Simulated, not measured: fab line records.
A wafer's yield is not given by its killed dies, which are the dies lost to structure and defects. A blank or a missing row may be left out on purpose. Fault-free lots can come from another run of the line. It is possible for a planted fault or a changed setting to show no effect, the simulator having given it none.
Problem report, 8D (eight disciplines) form, completed by code ; flow gf180mcu ; the parts of the form that need people (team, actions taken, sign-off) are left out

1. WHAT WENT WRONG
bias w at GF_V3_ETCH_17 reads a mean of 1410 W on 6 wafers of 2 lots; wafers without a fault read 1200 W with a standard deviation of 3.4. That puts it +62 standard deviations away from the usual mean.
The step: etches SiO2 in C4F8/O2/Ar, stops on TiN, target depth 635 nm.
First seen on wafer L241.4, day 27 05:00, on rie diel-02. The record holds 18 wafers of 6 lots with a number at this step. The rule behind "out" and "out of limits": a value lying over 4 standard deviations away from the usual mean. Any other wafer with a number is counted as sound.

2. WHAT IT IS, AND WHAT IT ISN'T
question;is;is not
which readings at this step;bias w;chamber pressure mTorr, oes product au
which lots;L241, L247;L226, L229, L245, L249
which wafers of those lots;all that have a number;-
read on which tools;rie diel-02;rie diel-04
when;from day 27 05:00;"up to then (6 sound wafers); but 6 sound wafers of L245, L249 came after"

3. SUSPECTS, AND WHAT RULES EACH OUT
Counting: a tool at any process step up to the reading remains a suspect when it ran all the lots that are out and ran no sound lot after the first of those.
- rie diel-02 at GF_V3_ETCH_16 (etches BARC in N2/H2): kept. All lots that are out passed through it, beginning with L241 at day 27 04:58, and no sound lot followed; its final sound lot before that point was L229 at day 23 04:34.
- rie diel-02 at GF_V3_ETCH_17 (etches SiO2 in C4F8/O2/Ar, stops on TiN, target depth 635 nm): kept. All lots that are out passed through it, beginning with L241 at day 27 05:00, and no sound lot followed; its final sound lot before that point was L229 at day 23 04:00. Its own bias w readings are out on those wafers.
What counting leaves: rie diel-02 at GF_V3_ETCH_16 and rie diel-02 at GF_V3_ETCH_17.

4. THE CAUSE (what the simulator had put in)
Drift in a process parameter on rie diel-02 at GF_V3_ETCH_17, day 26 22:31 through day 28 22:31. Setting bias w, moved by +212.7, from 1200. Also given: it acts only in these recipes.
Counting leaves 2 suspects; this tool is one of them.

5. THE EFFECT CHAIN, in route order
Each row: a reading where the mean over the struck wafers with a number is more than 3 standard deviations away from the usual. Only readings whose record carries a usual standard deviation are examined. hours: median over the lots of the time between each lot's start at the first step of this table that gives one and its start at this step. sigmas: the change, counted in usual standard deviations.
hours;step;reading;usual;on struck wafers;change;sigmas
0;GF_V3_ETCH_17;bias w;1200 W;1410;+210;+62
Here are the process steps it includes:
- GF_V3_ETCH_17: etches SiO2 in C4F8/O2/Ar, stops on TiN, target depth 635 nm.

6. HOW IT WOULD HAVE BEEN CAUGHT EARLIER
In this record no reading fell out of limits until day 27 05:00, 6 hours after the fault had begun at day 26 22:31.
